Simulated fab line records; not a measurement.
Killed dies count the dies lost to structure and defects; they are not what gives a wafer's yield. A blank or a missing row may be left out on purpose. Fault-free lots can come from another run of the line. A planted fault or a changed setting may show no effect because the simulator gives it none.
Which tool is to blame?	flow sky130	27 wafers from 9 lots sampled at 6 of the route's 708 steps

## WHAT EACH GAUGE READ, for each wafer
SKY_METAL5_RS_MEAS_05: measurement is done with a four-point probe.
lot	measured	on	METAL5_ALCU_RS (ohm/sq)
L426	day 43 20:32	film_metro-03	0.02732 0.02736 0.02719
L430	day 44 17:47	film_metro-03	0.02724 0.02738 0.02737
L431	day 45 01:44	film_metro-02	0.02716 0.027 0.0269
L437	day 46 13:45	film_metro-02	0.02707 0.0268 0.02678
L440	day 47 02:25	film_metro-02	0.02685 0.02679 0.02656
L442	day 47 11:05	film_metro-03	0.03252 0.03242 0.03302 0.03243 0.03239 0.03303
L443	day 48 05:44	film_metro-03	0.02696 0.02714 0.02705
L445	day 48 08:38	film_metro-04	0.0335 0.03297 0.03249 0.03341 0.03297 0.0325
L444	day 48 10:27	film_metro-04	0.02682 0.02707 0.02693

SKY_METAL5_THK_MEAS_06: measures by xrf.
lot	measured	on	METAL5_ALCU_THK (nm)
L426	day 43 20:37	film_metro-03	1152 1152 1158
L430	day 44 17:55	film_metro-03	1160 1147 1153
L431	day 45 01:51	film_metro-02	1168 1171 1172
L437	day 46 13:52	film_metro-02	1169 1175 1174
L440	day 47 02:32	film_metro-02	1175 1173 1182
L442	day 47 14:15	film_metro-03	1010 1003 990 1013 1009 993
L443	day 48 05:51	film_metro-03	1174 1162 1171
L445	day 48 11:22	film_metro-04	979 991 1011 984 989 1006
L444	day 48 10:34	film_metro-04	1168 1166 1173

## WHAT TOOL EACH LOT RAN ON (gives the tool, then ch and the chambers of the sampled wafers, and finally the start)
lot	SKY_CAP2M_STRIP_14	SKY_METAL4_METAL_ETCH_18	SKY_METAL5_SPUTTER_00	SKY_METAL5_SPUTTER_02
L426	plasma_asher-03 ch 0,1, day 41 17:52	rie_metal-02 ch 0,1, day 42 18:02	pvd_sputter-03, day 43 20:18	pvd_sputter-03, day 43 20:21
L430	plasma_asher-01 ch 0,1, day 42 17:53	rie_metal-04 ch 0,1, day 43 16:16	pvd_sputter-02, day 44 17:37	pvd_sputter-02, day 44 17:40
L431	plasma_asher-03 ch 0,1, day 43 01:47	rie_metal-03 ch 0,1, day 44 01:23	pvd_sputter-02, day 45 01:34	pvd_sputter-02, day 45 01:37
L437	plasma_asher-01 ch 0,1, day 44 15:56	rie_metal-03 ch 0,1, day 45 14:34	pvd_sputter-02, day 46 13:35	pvd_sputter-02, day 46 13:38
L440	plasma_asher-03 ch 0,1, day 45 05:44	rie_metal-03 ch 0,1, day 46 03:58	pvd_sputter-04, day 47 02:14	pvd_sputter-04, day 47 02:17
L442	plasma_asher-01 ch 0,1, day 45 14:26	rie_metal-03 ch 0,1, day 46 11:52	pvd_sputter-02, day 47 10:54	pvd_sputter-02, day 47 10:57
L443	plasma_asher-03 ch 0, day 46 11:20	rie_metal-02 ch 0,1, day 47 08:25	pvd_sputter-04, day 48 05:34	pvd_sputter-04, day 48 05:37
L445	plasma_asher-02 ch 0,1, day 46 13:11	rie_metal-03 ch 1, day 47 10:53	pvd_sputter-02, day 48 08:28	pvd_sputter-02, day 48 08:31
L444	plasma_asher-02 ch 0,1, day 46 16:11	rie_metal-04 ch 0,1, day 47 13:04	pvd_sputter-03, day 48 10:16	pvd_sputter-03, day 48 10:19
- SKY_CAP2M_STRIP_14: strips in O2/N2.
- SKY_METAL4_METAL_ETCH_18: etches the open film in Cl2/BCl3, stops on SiO2, target depth 845 nm, time 183.1 s.
- SKY_METAL5_SPUTTER_00: material Ti, target thk 15 nm, time 10 s.
- SKY_METAL5_SPUTTER_02: material AlCu, target thk 1150 nm, time 61.2 s.

## WHAT THE TOOLS THEMSELVES READ (means of the sampled wafers that have a number; where no wafer has one, the mark that the record gives instead)
SKY_CAP2M_STRIP_14.
lot	tool	drypump_motor_current_A (A)	oes_product_au (a.u.)	strip_time_to_endpoint_s (s)
L426	plasma_asher-03	5.3	0.715	12.62
L430	plasma_asher-01	5.2	0.713	12.61
L431	plasma_asher-03	5.6	0.714	12.63
L437	plasma_asher-01	5.2	0.709	12.64
L440	plasma_asher-03	5.6	0.709	12.65
L442	plasma_asher-01	5.2	0.706	12.64
L443	plasma_asher-03	5.0	0.710	12.65
L445	plasma_asher-02	6.3	0.707	12.67
L444	plasma_asher-02	5.8	0.708	12.69

SKY_METAL4_METAL_ETCH_18.
lot	tool	drypump_motor_current_A (A)	oes_product_au (a.u.)	throttle_valve_pct (%)
L426	rie_metal-02	6.5	0.869	22.270
L430	rie_metal-04	5.6	0.862	22.263
L431	rie_metal-03	5.7	0.867	22.259
L437	rie_metal-03	5.4	0.860	22.262
L440	rie_metal-03	5.7	0.867	22.260
L442	rie_metal-03	5.7	0.861	22.264
L443	rie_metal-02	6.4	0.868	22.266
L445	rie_metal-03	6.0	0.862	22.274
L444	rie_metal-04	5.8	0.873	22.264

SKY_METAL5_SPUTTER_00.
lot	tool	throttle_valve_pct (%)
L426	pvd_sputter-03	30.2
L430	pvd_sputter-02	30.7
L431	pvd_sputter-02	30.2
L437	pvd_sputter-02	29.8
L440	pvd_sputter-04	29.3
L442	pvd_sputter-02	30.6
L443	pvd_sputter-04	29.7
L445	pvd_sputter-02	30.3
L444	pvd_sputter-03	29.9

SKY_METAL5_SPUTTER_02.
lot	tool	throttle_valve_pct (%)
L426	pvd_sputter-03	30.2
L430	pvd_sputter-02	30.6
L431	pvd_sputter-02	30.3
L437	pvd_sputter-02	30.3
L440	pvd_sputter-04	29.3
L442	pvd_sputter-02	30.5
L443	pvd_sputter-04	30.0
L445	pvd_sputter-02	30.1
L444	pvd_sputter-03	30.0

## THE ANSWER, worked out from the rows above alone
Rule: the usual values come from the lots themselves. The widest of any qualifying gaps counts: lots, ordered by their means at a reading, are off when they make up no more than a third of the lots, leave a main group of 4 or more, and stand apart from it by 3 or more times the standard deviation of that group's means. Not used: any main group whose means are identical at the precision the tables above print for the reading. A lot without any number at a reading at which 4 lots or more have one is off too. All remaining lots with rows at the step are treated as sound. After the gauges, taken in route order, come the tools' own readings; for these a lot's mean is taken, as printed above. At the first step where some lot is off, the reading lying furthest off is the one used; lots without a number count as furthest.
Off: L442, L445, seen at SKY_METAL5_RS_MEAS_05 (METAL5_ALCU_RS). The main group: mean 0.02704 ohm/sq, standard deviation 0.0002.
If a tool, at a process step before that reading, ran all the lots that are off and no sound lot after the first of them, it fits. The gauges at SKY_METAL5_RS_MEAS_05 are tried like those tools. This does not decide it: 2 tools fit, namely rie_metal-03 at SKY_METAL4_METAL_ETCH_18 and pvd_sputter-02 at SKY_METAL5_SPUTTER_00 and SKY_METAL5_SPUTTER_02.

## WHAT THE SIMULATOR PUT IN
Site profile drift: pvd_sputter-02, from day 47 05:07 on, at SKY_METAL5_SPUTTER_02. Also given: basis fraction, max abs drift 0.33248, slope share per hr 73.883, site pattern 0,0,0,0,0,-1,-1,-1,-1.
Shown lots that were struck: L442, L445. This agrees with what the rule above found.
